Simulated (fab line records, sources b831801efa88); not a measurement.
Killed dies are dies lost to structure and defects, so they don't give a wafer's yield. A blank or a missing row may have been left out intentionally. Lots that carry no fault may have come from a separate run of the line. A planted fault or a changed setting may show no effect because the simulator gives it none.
fab line records	flow sky130
record lots=5	wafers=15	lastDay=50
route steps=708 shown VIA3@591 METAL4@598 CAP2M@603 PAD_OPEN@708
lots that met no fault: taken from a fault-free run of the same line
startH: the number of hours between the record's first day and the start of the first shown wafer of the lot	waitH: hours from the lot's prior step to this one	" as in the row above	L1.1+2: one row covering several wafers at once	- no value, or no start given	* or withheld: withheld	< > ~ a bound
route shown NAME@n: NAME is a module with steps in the file, n the number in the route of the first one	usual: the fault-free wafers' mean and standard deviation	same: alike in all rows	chamber/n: place in a boat	sites: each site's reading	_std_site: how widely they spread, as a standard deviation	_edge_site: outer sites' mean less inner sites'	radiusMm: for every site, how far away it sits from the centre of the wafer	mask NAME#n: copy n	behind: the tool/chamber that last shaped the wafer	hold: the reason the lot was held/the length of the hold in hours/how it ended	device: transistor that didn't switch, given as n, p or np	end of line: the tests these same wafers got at the end of their route	a step with no rows: only its recipe	killed: dies lost to structure and defects at the first sort, not the wafer's yield	map: the dies of a wafer, with x for killed, . for not killed, _ for no die there
set.NAME: setting as actually run; set.NAME@STEP: the setting as run at that earlier step	model.NAME: the simulator's own value behind a step, which no gauge read
a table for each step, a row for each wafer; lots at some steps of the route
services: the hour from which a tool's chamber was out of use, counted from the record's first day as startH (under 0 if before that day), plus the number of hours and why
## steps
# step SKY_VIA3_CLEAN_18
# recipe chemistry=IPA	timeS=180	tempC=25
# step SKY_VIA3_CLEAN_19
# recipe chemistry=O3/DIW	dry=n2Spin
# step SKY_VIA3_SPUTTER_20
# recipe material=TiN	targetThkNm=20	chamberPressurePa=5	powerW=4000	timeS=80
# usual cathodeDcPowerW=3999.9/0.76	throttleValvePct=30.3/1.4
lot.wafer	tool	chamber	startH	waitH	cathodeDcPowerW	throttleValvePct
L278.1	pvdSputter-03	-	935.89	0.0	3998.8	30.1
L278.5	"	-	"	"	3999.8	28.6
L278.6	"	-	"	"	3999.9	30.9
L279.1	pvdSputter-02	-	943.35	0.0	4000.5	28.8
L279.2	"	-	"	"	3999.7	33.4
L279.3	"	-	"	"	4000.1	31.7
L292.4	pvdSputter-03	-	1041.84	0.0	4000.0	30.1
L292.5	"	-	"	"	3999.3	28.9
L292.6	"	-	"	"	3999.8	30.7
L299.1	pvdSputter-04	-	1081.00	0.0	4001.5	29.7
L299.3	"	-	"	"	4001.1	29.1
L299.4	"	-	"	"	4001.0	30.8
L300.1	pvdSputter-02	-	1087.91	0.0	4001.0	31.6
L300.5	"	-	"	"	3999.9	28.6
L300.6	"	-	"	"	3999.6	33.5
# step SKY_VIA3_CVD_21
# recipe material=W	targetThkNm=390	timeS=117.31	tempC=400	pressureTorr=40
# step SKY_VIA3_RS_MEAS_22
# recipe thkMeasGauge=four-point-probe	reads=W_of_VIA3_CVD_21+TiN_of_VIA3_SPUTTER_20
# usual VIA3_W_RS=0.2932/0.0024
lot.wafer	tool	chamber	startH	waitH	VIA3_W_RS[ohm/sq]
L278.1	filmMetro-02	-	936.07	0.1	0.2925
L278.5	"	-	"	"	0.2880
L278.6	"	-	"	"	0.2873
L279.1	filmMetro-02	-	943.53	0.1	0.2906
L279.2	"	-	"	"	0.2910
L279.3	"	-	"	"	0.2905
L292.4	filmMetro-02	-	1042.05	0.1	0.2931
L292.5	"	-	"	"	0.2941
L292.6	"	-	"	"	0.2892
L299.1	filmMetro-02	-	1081.18	0.1	0.2951
L299.3	"	-	"	"	0.2977
L299.4	"	-	"	"	0.2955
L300.1	filmMetro-01	-	1088.10	0.1	0.2934
L300.5	"	-	"	"	0.2973
L300.6	"	-	"	"	0.2957
# step SKY_VIA3_THK_MEAS_23
# recipe thkMeasGauge=xrf	reads=W_of_VIA3_CVD_21
# usual VIA3_W_THK=387/5.3
lot.wafer	tool	chamber	startH	waitH	VIA3_W_THK[nm]
L278.1	filmMetro-02	-	936.19	0.1	394
L278.5	"	-	"	"	397
L278.6	"	-	"	"	400
L279.1	filmMetro-02	-	943.65	0.1	394
L279.2	"	-	"	"	394
L279.3	"	-	"	"	394
L292.4	filmMetro-02	-	1042.14	0.1	391
L292.5	"	-	"	"	389
L292.6	"	-	"	"	394
L299.1	filmMetro-02	-	1081.30	0.1	383
L299.3	"	-	"	"	380
L299.4	"	-	"	"	382
L300.1	filmMetro-01	-	1088.22	0.1	385
L300.5	"	-	"	"	380
L300.6	"	-	"	"	385
# step SKY_VIA3_CMP_24
# recipe stopOn=SiO2	tOverpolishS=20	downForcePsi=3.5	platenRpm=60	targetThkNm=0	padVelocityMS=0.94248
# step SKY_METAL4_SPUTTER_00
# recipe material=Ti	targetThkNm=15	powerW=3000	timeS=10	chamberPressurePa=0.4
# step SKY_METAL4_SPUTTER_01
# recipe material=TiN	targetThkNm=20	powerW=6500	timeS=16.7	chamberPressurePa=0.4
# step SKY_METAL4_SPUTTER_02
# recipe material=AlCu	targetThkNm=735	powerW=10600	timeS=39.1	chamberPressurePa=0.4
# usual cathodeDcPowerW=10600/2	throttleValvePct=30.6/1.2
lot.wafer	tool	chamber	startH	waitH	cathodeDcPowerW	throttleValvePct
L278.1	pvdSputter-04	-	936.60	0.0	10599	29.3
L278.5	"	-	"	"	10598	29.3
L278.6	"	-	"	"	10600	30.6
L279.1	pvdSputter-04	-	944.06	0.0	10599	30.4
L279.2	"	-	"	"	10597	29.8
L279.3	"	-	"	"	10600	30.6
L292.4	pvdSputter-01	-	1042.74	0.0	10601	30.8
L292.5	"	-	"	"	10599	31.0
L292.6	"	-	"	"	10600	30.1
L299.1	pvdSputter-02	-	1081.71	0.0	10597	28.6
L299.3	"	-	"	"	10601	32.0
L299.4	"	-	"	"	10603	33.5
L300.1	pvdSputter-01	-	1088.63	0.0	10596	30.2
L300.5	"	-	"	"	10601	30.7
L300.6	"	-	"	"	10603	31.2
# step SKY_METAL4_SPUTTER_03
# recipe material=Ti	targetThkNm=5	powerW=3000	timeS=3.3	chamberPressurePa=0.4
# usual cathodeDcPowerW=3000.0/0.58	throttleValvePct=30.6/1.2
lot.wafer	tool	chamber	startH	waitH	cathodeDcPowerW	throttleValvePct
L278.1	pvdSputter-04	-	936.64	0.0	2999.8	28.8
L278.5	"	-	"	"	2999.7	29.0
L278.6	"	-	"	"	3001.1	30.7
L279.1	pvdSputter-04	-	944.10	0.0	3000.0	30.2
L279.2	"	-	"	"	3000.4	29.4
L279.3	"	-	"	"	2999.6	30.4
L292.4	pvdSputter-01	-	1042.77	0.0	3000.1	30.8
L292.5	"	-	"	"	3000.1	31.2
L292.6	"	-	"	"	2999.5	29.8
L299.1	pvdSputter-02	-	1081.75	0.0	3000.0	28.5
L299.3	"	-	"	"	3000.3	31.7
L299.4	"	-	"	"	3000.4	33.5
L300.1	pvdSputter-01	-	1088.66	0.0	2999.7	30.2
L300.5	"	-	"	"	2999.9	30.7
L300.6	"	-	"	"	3000.2	31.1
# step SKY_METAL4_SPUTTER_04
# recipe material=TiN	targetThkNm=70	powerW=6500	timeS=58.3	chamberPressurePa=0.4
# step SKY_CAP2M_CVD_00
# recipe material=SiO2	targetThkNm=15.5	tempC=400	timeS=withheld	rfW=450
# usual heaterPowerW=842/100
lot.wafer	tool	chamber	startH	waitH	heaterPowerW	model.SiO2_of_CAP2M_CVD_00.thkNm
L278.1	pecvd-04	2	936.71	0.0	837	15.4
L278.5	"	0	"	"	942	15.76
L278.6	"	2	"	"	829	15.84
L279.1	pecvd-04	1	944.17	0.0	635	15.36
L279.2	"	0	"	"	948	15.38
L279.3	"	2	"	"	907	15.5
L292.4	pecvd-04	2	1042.84	0.0	957	27.14
L292.5	"	2	"	"	932	27.33
L292.6	"	0	"	"	920	15.54
L299.1	pecvd-02	0	1081.81	0.0	881	15.43
L299.3	"	1	"	"	593	15.52
L299.4	"	1	"	"	593	15.75
L300.1	pecvd-03	1	1088.73	0.0	970	15.24
L300.5	"	2	"	"	996	15.76
L300.6	"	1	"	"	967	15.57
# step SKY_CAP2M_THK_MEAS_01
# recipe reads=SiO2_of_CAP2M_CVD_00
# usual CAP2M_CVD_00_THK=15.50/0.2
lot.wafer	tool	chamber	startH	waitH	CAP2M_CVD_00_THK[nm]
L278.1	filmMetro-04	-	936.73	-	15.42
L278.5	"	-	"	"	15.73
L278.6	"	-	"	"	15.82
L279.1	filmMetro-02	-	944.19	-	15.34
L279.2	"	-	"	"	15.37
L279.3	"	-	"	"	15.50
L292.4	filmMetro-03	-	1042.89	-	27.15
L292.5	"	-	"	"	27.31
L292.6	"	-	"	"	15.56
L299.1	filmMetro-02	-	1081.84	-	15.42
L299.3	"	-	"	"	15.56
L299.4	"	-	"	"	15.74
L300.1	filmMetro-02	-	1088.75	-	15.25
L300.5	"	-	"	"	15.74
L300.6	"	-	"	"	15.57
# step SKY_CAP2M_SPUTTER_02
# recipe material=TiN	targetThkNm=200	tempC=300	powerW=6500	timeS=166.7	chamberPressurePa=0.4
# step SKY_CAP2M_RS_MEAS_03
# recipe thkMeasGauge=four-point-probe	reads=TiN_of_CAP2M_SPUTTER_02
# usual CAP2M_TIN_RS=6.93/0.057
lot.wafer	tool	chamber	startH	waitH	CAP2M_TIN_RS[ohm/sq]
L278.1	filmMetro-04	-	936.90	0.1	7.02
L278.5	"	-	"	"	6.98
L278.6	"	-	"	"	6.95
L279.1	filmMetro-02	-	944.36	0.1	7.00
L279.2	"	-	"	"	6.98
L279.3	"	-	"	"	6.97
L292.4	filmMetro-03	-	1043.09	0.1	6.82
L292.5	"	-	"	"	6.90
L292.6	"	-	"	"	6.91
L299.1	filmMetro-04	-	1082.00	0.1	6.87
L299.3	"	-	"	"	6.80
L299.4	"	-	"	"	6.83
L300.1	filmMetro-03	-	1088.92	0.1	6.93
L300.5	"	-	"	"	6.95
L300.6	"	-	"	"	6.90
# step SKY_CAP2M_THK_MEAS_04
# recipe thkMeasGauge=xrf	reads=TiN_of_CAP2M_SPUTTER_02
# usual CAP2M_TIN_THK=201.5/2.2
lot.wafer	tool	chamber	startH	waitH	CAP2M_TIN_THK[nm]
L278.1	filmMetro-04	-	937.02	0.1	199.5
L278.5	"	-	"	"	199.8
L278.6	"	-	"	"	200.3
L279.1	filmMetro-02	-	944.48	0.1	197.8
L279.2	"	-	"	"	198.3
L279.3	"	-	"	"	199.1
L292.4	filmMetro-03	-	1043.18	0.1	207.5
L292.5	"	-	"	"	204.7
L292.6	"	-	"	"	204.3
L299.1	filmMetro-04	-	1082.12	0.1	203.9
L299.3	"	-	"	"	205.1
L299.4	"	-	"	"	204.5
L300.1	filmMetro-03	-	1089.04	0.1	203.6
L300.5	"	-	"	"	203.7
L300.6	"	-	"	"	204.9
# step SKY_CAP2M_DEHYDRATE_05
# recipe tempC=200	timeS=60
# step SKY_CAP2M_HMDS_06
# recipe primeTimeS=60	primeTempC=120
# step SKY_CAP2M_COAT_07
# recipe resist=NOVOLAK	spinRpm=3000	resistThkNm=1140
# step SKY_CAP2M_SOFTBAKE_08
# recipe tempC=90	timeS=60	resist=NOVOLAK
# step SKY_CAP2M_EXPOSE_09
# recipe maskId=CAP2M	na=0.6	sourceShape=conventional	sigmaOuter=0.6	polarization=unpolarized	targetCdNm=1000	doseMj=159
# step SKY_CAP2M_PEB_10
# recipe tempC=withheld	timeS=*	resist=NOVOLAK
# step SKY_CAP2M_DEVELOP_11
# recipe resist=NOVOLAK	developer=TMAH	developTimeS=60	devTempC=23
# step SKY_CAP2M_OVL_MEAS_12
# usual CAP2M_OVL=0.4/1.4
lot.wafer	tool	chamber	startH	waitH	CAP2M_OVL[nm]
L278.1	overlay-01	-	960.76	0.1	-0.1
L278.5	"	-	"	"	0.6
L278.6	"	-	"	"	-0.3
L279.1	overlay-02	-	968.11	0.1	0.6
L279.2	"	-	"	"	2.1
L279.3	"	-	"	"	-0.1
L292.4	overlay-01	-	1065.23	0.1	-1.1
L292.5	"	-	"	"	-0.7
L292.6	"	-	"	"	1.3
L299.1	overlay-01	-	1102.34	0.1	1.9
L299.3	"	-	"	"	3.2
L299.4	"	-	"	"	1.5
L300.1	overlay-02	-	1109.06	0.1	0.0
L300.5	"	-	"	"	-0.2
L300.6	"	-	"	"	-0.2
# step SKY_CAP2M_METAL_ETCH_13
# recipe targetDepthNm=220	stopOn=SiO2	chemistry=Cl2/BCl3	target=TiN	pressureMtorr=10	icpW=900	biasW=48.5	Cl2_flow_sccm=60	bcl3FlowSccm=30	timeS=62.9
# step SKY_CAP2M_STRIP_14
# recipe chemistry=O2/N2	powerW=1400	pressureMtorr=1500	platenTempC=withheld	o2FlowSccm=3000	n2FlowSccm=300	overashFraction=0.5
# usual drypumpMotorCurrentA=5.6/0.38	oesProductAu=0.711/0.0048	stripTimeToEndpointS=12.64/0.044
lot.wafer	tool	chamber	startH	waitH	drypumpMotorCurrentA	oesProductAu	rfHoursCounterH	stripTimeToEndpointS
L278.1	plasmaAsher-01	0	960.88	0.1	5.0	0.715	54	12.68
L278.5	"	0	"	"	5.0	0.722	-	12.64
L278.6	"	1	"	"	6.1	0.707	-	12.68
L279.1	plasmaAsher-02	1	968.25	0.1	5.7	0.709	83	12.61
L279.2	"	0	"	"	5.3	0.711	83	12.62
L279.3	"	1	"	"	5.7	0.712	-	12.58
L292.4	plasmaAsher-01	0	1065.36	0.1	5.0	0.716	-	12.67
L292.5	"	0	"	"	5.0	0.707	-	12.61
L292.6	"	1	"	"	6.1	0.713	-	12.65
L299.1	plasmaAsher-03	0	1102.45	0.1	5.6	0.704	37	12.65
L299.3	"	0	"	"	5.6	0.707	-	12.68
L299.4	"	1	"	"	5.8	0.708	-	12.64
L300.1	plasmaAsher-02	0	1109.18	0.1	5.3	0.715	96	12.62
L300.5	"	0	"	"	5.3	0.718	-	12.62
L300.6	"	1	"	"	5.7	0.708	-	12.60
# step SKY_CAP2M_STRIP_15
# recipe chemistry=postEtchResidueRemover	timeS=1200	tempC=72.5
# step SKY_CAP2M_CLEAN_16
# recipe chemistry=IPA	timeS=180	tempC=25
# step SKY_CAP2M_CLEAN_17
# recipe chemistry=O3/DIW	dry=n2Spin
# step SKY_METAL4_DEHYDRATE_05
# recipe tempC=200	timeS=60
# step SKY_METAL4_HMDS_06
# recipe primeTimeS=60	primeTempC=120
# step SKY_METAL4_COAT_07
# recipe resist=BARC	tempC=withheld	timeS=withheld	spinRpm=3000	resistThkNm=60
# step SKY_METAL4_COAT_08
# recipe resist=KrF-thick	spinRpm=3000	resistThkNm=1140
# step SKY_METAL4_SOFTBAKE_09
# recipe tempC=100	timeS=90	resist=KrF-thick
# step SKY_METAL4_EXPOSE_10
# recipe maskId=MM4	na=0.68	sourceShape=annular	sigmaInner=0.4	sigmaOuter=0.8	targetCdNm=300	doseMj=28
# step SKY_METAL4_PEB_11
# recipe pebTempC=withheld	pebTimeS=withheld	resist=KrF-thick
# step SKY_METAL4_DEVELOP_12
# recipe developTimeS=60	resist=KrF-thick	devTempC=21
# step SKY_METAL4_CD_MEAS_13
# recipe targetCdNm=300
# usual cdNm=299.6/1.6
lot.wafer	tool	chamber	startH	waitH	cdNm
L278.1	cdSem-02	-	985.86	-	299.1
L278.5	"	-	"	"	299.7
L278.6	"	-	"	"	299.1
L279.1	cdSem-01	-	992.81	-	301.3
L279.2	"	-	"	"	300.8
L279.3	"	-	"	"	301.7
L292.4	cdSem-02	-	1087.76	-	300.8
L292.5	"	-	"	"	300.1
L292.6	"	-	"	"	300.8
L299.1	cdSem-02	-	1122.56	-	296.8
L299.3	"	-	"	"	297.7
L299.4	"	-	"	"	296.0
L300.1	cdSem-01	-	1130.36	-	300.9
L300.5	"	-	"	"	299.6
L300.6	"	-	"	"	299.1
# step SKY_METAL4_OVL_MEAS_14
# usual METAL4_OVL=-2/5.5
lot.wafer	tool	chamber	startH	waitH	METAL4_OVL[nm]
L278.1	overlay-02	-	985.98	0.1	-7
L278.5	"	-	"	"	-11
L278.6	"	-	"	"	-7
L279.1	overlay-02	-	992.93	0.1	6
L279.2	"	-	"	"	-3
L279.3	"	-	"	"	-1
L292.4	overlay-02	-	1087.84	0.1	5
L292.5	"	-	"	"	5
L292.6	"	-	"	"	3
L299.1	overlay-02	-	1122.68	0.1	7
L299.3	"	-	"	"	11
L299.4	"	-	"	"	7
L300.1	overlay-02	-	1130.48	0.1	4
L300.5	"	-	"	"	7
L300.6	"	-	"	"	1
# step SKY_METAL4_DESCUM_15
# recipe chemistry=O2	sourcePowerW=150	biasPowerW=0	pressureMtorr=10	tempC=40	timeS=8
# step SKY_METAL4_ETCH_16
# recipe chemistry=N2/H2	target=BARC	ionEnergyEv=200	biasW=100	pressureMtorr=30	n2FlowSccm=100	h2FlowSccm=200	icpW=500	stopOn=SiO2	timeS=88.2	targetDepthA=600
# usual drypumpMotorCurrentA=5.9/0.41	oesProductAu=0.625/0.0045	throttleValvePct=13.206/0.0097
lot.wafer	tool	chamber	startH	waitH	drypumpMotorCurrentA	oesProductAu	rfHoursCounterH	throttleValvePct
L278.1	rieMetal-04	1	986.06	0.0	6.0	0.626	8	13.205
L278.5	"	1	"	"	6.1	0.620	-	13.207
L278.6	"	0	"	"	5.1	0.622	-	13.200
L279.1	rieMetal-03	1	993.00	0.0	6.2	0.627	1	13.198
L279.2	"	0	"	"	6.0	0.624	18	13.202
L279.3	"	1	"	"	6.2	0.619	-	13.199
L292.4	rieMetal-04	0	1087.92	0.0	5.1	0.621	-	13.208
L292.5	"	0	"	"	5.1	0.626	-	13.210
L292.6	"	1	"	"	6.1	0.626	-	13.222
L299.1	rieMetal-04	1	1122.75	0.0	6.1	0.628	17	13.197
L299.3	"	0	"	"	5.1	0.616	-	13.195
L299.4	"	1	"	"	6.1	0.624	-	13.217
L300.1	rieMetal-04	1	1130.55	0.0	6.1	0.629	17	13.214
L300.5	"	0	"	"	5.1	0.621	-	13.228
L300.6	"	1	"	"	6.1	0.631	-	13.217
# step SKY_METAL4_ETCH_17
# recipe target=SiO2	stopOn=TiN	chemistry=C4F8/O2/Ar	sourceW=1500	biasW=1200	pressureMtorr=40	c4f8FlowSccm=withheld	O2_flow_sccm=6	Ar_flow_sccm=300	timeS=3.9	targetDepthA=150
# usual oesProductAu=0.754/0.0068
lot.wafer	tool	chamber	startH	waitH	oesProductAu	rfHoursCounterH	model.etch.depthNm
L278.1	rieDiel-02	3	986.19	0.1	0.747	1	15.4
L278.5	"	0	"	"	0.757	-	15.76
L278.6	"	1	"	"	0.766	-	15.84
L279.1	rieDiel-02	1	993.09	0.1	0.751	4	15.36
L279.2	"	3	"	"	0.757	1	15.38
L279.3	"	2	"	"	0.757	18	15.5
L292.4	rieDiel-03	3	1087.99	0.0	0.991	19	24.94
L292.5	"	2	"	"	0.984	-	24.95
L292.6	"	1	"	"	0.752	-	15.54
L299.1	rieDiel-03	0	1122.84	0.1	0.757	12	15.43
L299.3	"	2	"	"	0.754	25	15.52
L299.4	"	1	"	"	0.752	14	15.75
L300.1	rieDiel-01	1	1130.65	0.1	0.753	2	15.24
L300.5	"	0	"	"	0.761	-	15.76
L300.6	"	3	"	"	0.758	-	15.57
# step SKY_PAD_OPEN_PROBE_99
# usual defectLimitedYield=82.7/1.9	killed_at_M0_to_M3=43/7.1	killed_at_M4_up=3.2/1.9	killedAtContacts=23/5.1	killedAtFrontEnd=15/4.5	killedAtOther=0.4/0.65	killedDies=85/9.4	killedOpen=47/6.8	killedShort=38/6.1
# same grossDies=492	killedAtBackSide=0
lot.wafer	tool	chamber	startH	waitH	defectLimitedYield[%]	killed_at_M0_to_M3	killed_at_M4_up	killedAtContacts	killedAtFrontEnd	killedAtOther	killedDies	killedOpen	killedShort	model.etest.tester.sortNPass	model.etest.tester.sortYieldPct	model.etest.tester.sort_bin_3_pct	model.etest.liconPoly.short	model.etest.pfet_01v8_hvt.short	model.etest.capMim.short	model.etest.sonosProgrammed.short	model.etest.tipP.short
L278.1	prober-02	-	1082.61	0.1	82.9	43	6	23	11	1	84	42	42	408	82.93	1.016	0	0	0	0	0
L278.5	prober-02	-	1082.81	0.2	82.3	42	6	28	11	0	87	57	30	405	82.32	0.4065	0	0	0	0	0
L278.6	prober-02	-	1082.86	0.2	81.3	48	2	19	23	0	92	48	44	400	81.3	0	0	0	0	0	0
L279.1	prober-01	-	1088.11	0.1	83.1	38	2	32	10	1	83	51	31	409	83.13	0.4065	0	0	0	0	0
L279.2	prober-01	-	1088.16	0.1	82.3	42	1	25	18	1	87	53	33	405	82.32	0.813	0	0	0	0	0
L279.3	prober-01	-	1088.21	0.2	79.9	42	2	26	28	1	99	57	42	393	79.88	1.22	0	0	0	0	0
L292.4	prober-01	-	1171.62	0.2	86.8	29	4	17	15	0	65	38	27	0	0	87.55	1	1	1	1	1
L292.5	prober-01	-	1171.67	0.2	82.9	44	4	18	17	1	84	45	38	0	0	84.33	1	1	1	1	1
L292.6	prober-01	-	1171.72	0.2	82.5	50	6	16	14	0	86	41	45	406	82.52	1.423	0	0	0	0	0
L299.1	prober-01	-	1198.58	0.1	83.5	45	4	23	9	0	81	33	48	411	83.54	0.813	0	0	0	0	0
L299.3	prober-01	-	1198.68	0.2	83.9	41	1	20	17	0	79	41	36	413	83.94	1.016	0	0	0	0	0
L299.4	prober-01	-	1198.73	0.2	85.4	23	7	27	14	1	72	45	25	420	85.37	0.6098	0	0	0	0	0
L300.1	prober-02	-	1203.68	0.1	79.7	52	6	33	9	0	100	59	41	392	79.67	1.22	0	0	0	0	0
L300.5	prober-02	-	1203.88	0.2	87.8	34	4	17	5	0	60	43	17	432	87.8	0.813	0	0	0	0	0
L300.6	prober-02	-	1203.93	0.2	81.7	47	3	23	17	0	90	41	49	402	81.71	1.22	0	0	0	0	0
# killed by level:class
L278.1 VIA1:geometricParticle:open=12 VIA3:geometricParticle:open=8 CONTACT:geometricParticle:open=7 METAL4:geometricParticle:short=6 VIA3:geometricParticle:short=6 LOCAL_INTERCONNECT:geometricParticle:short=5 LI_CONTACT:geometricParticle:open=4 POLY_GATE:geometricParticle:short=4
L278.5 VIA1:geometricParticle:open=12 VIA3:geometricParticle:open=11 LI_CONTACT:geometricParticle:open=9 CONTACT:geometricParticle:open=8 CONTACT:geometricParticle:short=6 FIELD_ISO:geometricParticle:open=5 VIA1:geometricParticle:short=4 VIA2:geometricParticle:open=4
L278.6 VIA1:geometricParticle:open=12 FIELD_ISO:geometricParticle:open=8 METAL1:geometricParticle:short=7 VIA2:geometricParticle:open=7 POLY_GATE:geometricParticle:short=6 VIA1:geometricParticle:short=6 CONTACT:geometricParticle:open=6 LI_CONTACT:geometricParticle:open=5
L279.1 VIA1:geometricParticle:open=10 CONTACT:geometricParticle:open=10 LI_CONTACT:geometricParticle:open=9 VIA3:geometricParticle:open=9 VIA1:geometricParticle:short=6 VIA2:geometricParticle:open=6 LI_CONTACT:geometricParticle:short=4 LOCAL_INTERCONNECT:geometricParticle:short=4
L279.2 VIA1:geometricParticle:open=15 CONTACT:geometricParticle:open=13 CONTACT:geometricParticle:short=5 VIA3:geometricParticle:open=5 VIA2:geometricParticle:open=5 POLY_GATE:geometricParticle:short=4 POLY_GATE:geometricParticle:open=4 VIA1:geometricParticle:short=4
L279.3 VIA1:geometricParticle:open=14 CONTACT:geometricParticle:open=9 POLY_GATE:geometricParticle:open=8 FIELD_ISO:geometricParticle:short=7 VIA2:geometricParticle:open=7 LI_CONTACT:geometricParticle:open=7 CONTACT:geometricParticle:short=6 METAL1:geometricParticle:short=6
L292.4 LI_CONTACT:geometricParticle:open=5 CONTACT:geometricParticle:open=5 VIA3:geometricParticle:open=5 CONTACT:geometricParticle:short=4 VIA1:geometricParticle:open=4 VIA2:geometricParticle:open=4 FIELD_ISO:geometricParticle:short=3 FIELD_ISO:geometricParticle:open=3
L292.5 VIA1:geometricParticle:open=10 CONTACT:geometricParticle:open=7 VIA3:geometricParticle:open=7 FIELD_ISO:geometricParticle:open=5 CONTACT:geometricParticle:short=5 METAL1:geometricParticle:short=5 VIA2:geometricParticle:short=4 VIA3:geometricParticle:short=4
L292.6 VIA2:geometricParticle:open=8 VIA3:geometricParticle:open=8 VIA1:geometricParticle:open=7 VIA1:geometricParticle:short=6 VIA2:geometricParticle:short=6 FIELD_ISO:geometricParticle:short=5 METAL1:geometricParticle:short=5 METAL4:geometricParticle:short=5
L299.1 METAL1:geometricParticle:short=9 VIA1:geometricParticle:short=9 VIA3:geometricParticle:open=9 LI_CONTACT:geometricParticle:open=7 LOCAL_INTERCONNECT:geometricParticle:short=6 METAL2:geometricParticle:short=6 CONTACT:geometricParticle:open=5 VIA1:geometricParticle:open=4
L299.3 VIA1:geometricParticle:open=14 LOCAL_INTERCONNECT:geometricParticle:short=7 LI_CONTACT:geometricParticle:open=5 VIA3:geometricParticle:open=5 METAL2:geometricParticle:short=5 VIA2:geometricParticle:open=5 FIELD_ISO:geometricParticle:short=4 POLY_GATE:geometricParticle:short=4
L299.4 CONTACT:geometricParticle:open=8 VIA1:geometricParticle:open=8 POLY_GATE:geometricParticle:open=6 CONTACT:geometricParticle:short=6 LI_CONTACT:geometricParticle:open=5 LI_CONTACT:geometricParticle:short=3 LOCAL_INTERCONNECT:geometricParticle:open=3 VIA2:geometricParticle:open=3
L300.1 CONTACT:geometricParticle:open=12 VIA2:geometricParticle:open=11 VIA1:geometricParticle:open=11 LOCAL_INTERCONNECT:geometricParticle:short=8 METAL1:geometricParticle:short=7 LI_CONTACT:geometricParticle:open=6 CONTACT:geometricParticle:short=5 VIA3:geometricParticle:open=5
L300.5 VIA3:geometricParticle:open=10 VIA1:geometricParticle:open=9 CONTACT:geometricParticle:open=7 VIA2:geometricParticle:open=6 LI_CONTACT:geometricParticle:open=3 VIA1:geometricParticle:short=3 METAL4:geometricParticle:open=2 FIELD_ISO:geometricParticle:open=2
L300.6 VIA1:geometricParticle:open=9 VIA1:geometricParticle:short=8 FIELD_ISO:geometricParticle:open=7 FIELD_ISO:geometricParticle:short=7 LI_CONTACT:geometricParticle:short=5 LI_CONTACT:geometricParticle:open=5 CONTACT:geometricParticle:short=5 VIA3:geometricParticle:open=5
## services
tool	chamber	startH	hours	kind
pecvd-02	-	916.96	0.3	repair
pecvd-02	-	919.46	101.6	repair
rieDiel-02	3	935.49	6.2	repair
rieMetal-03	-	946.67	14.6	pm
rieDiel-03	1	960.49	13.2	repair
pecvd-03	-	983.07	5.5	pm
rieDiel-01	-	983.21	0.4	repair
pvdSputter-04	-	983.99	1.9	repair
pvdSputter-02	-	1001.31	36.9	repair
plasmaAsher-02	-	1001.48	18.3	repair
rieMetal-03	0	1001.60	3.1	repair
pecvd-04	1	1019.71	4.1	repair
pvdSputter-04	-	1057.39	14.6	repair
pecvd-04	0	1067.44	3.6	repair
rieDiel-03	-	1067.55	1.7	repair
pvdSputter-03	-	1072.37	1.8	repair
pvdSputter-03	-	1074.54	0.5	repair
plasmaAsher-02	-	1075.65	3.7	repair
rieDiel-03	-	1098.18	2.8	pm
rieDiel-02	1	1106.40	12.8	repair
pecvd-04	-	1108.63	0.6	repair
pvdSputter-01	-	1116.54	2.1	repair
rieMetal-04	-	1124.42	2.8	pm
pecvd-04	1	1125.42	5.0	repair
## key
firstSign step=SKY_CAP2M_THK_MEAS_01	reading=CAP2M_CVD_00_THK	direction=up	sigmas=59	usual=15.50	struck=27.23
effect step=SKY_METAL4_ETCH_17	reading=oesProductAu	direction=up	sigmas=35	usual=0.754	struck=0.988
modelEffect step=SKY_CAP2M_CVD_00	value=SiO2_of_CAP2M_CVD_00.thkNm	without=15.54	struck=27.24
modelEffect step=SKY_METAL4_ETCH_17	value=etch.depthNm	without=15.54	struck=24.95
modelEffect step=SKY_PAD_OPEN_PROBE_99	value=etest.tester.sortNPass	without=417.5	struck=0
metAt SKY_CAP2M_CVD_00
struckWafers L292.4,L292.5
onsetBetween 944.17 1042.84
fault kind=processParameterDrift	tool=pecvd-04	chamber=-	onsetH=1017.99	steps=SKY_CAP2M_CVD_00	channel=targetThkNm	offset=11.634	shape=step	endH=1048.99	scope=struckWafersOnly	actsIn=theseRecipesOnly	stated=15.5
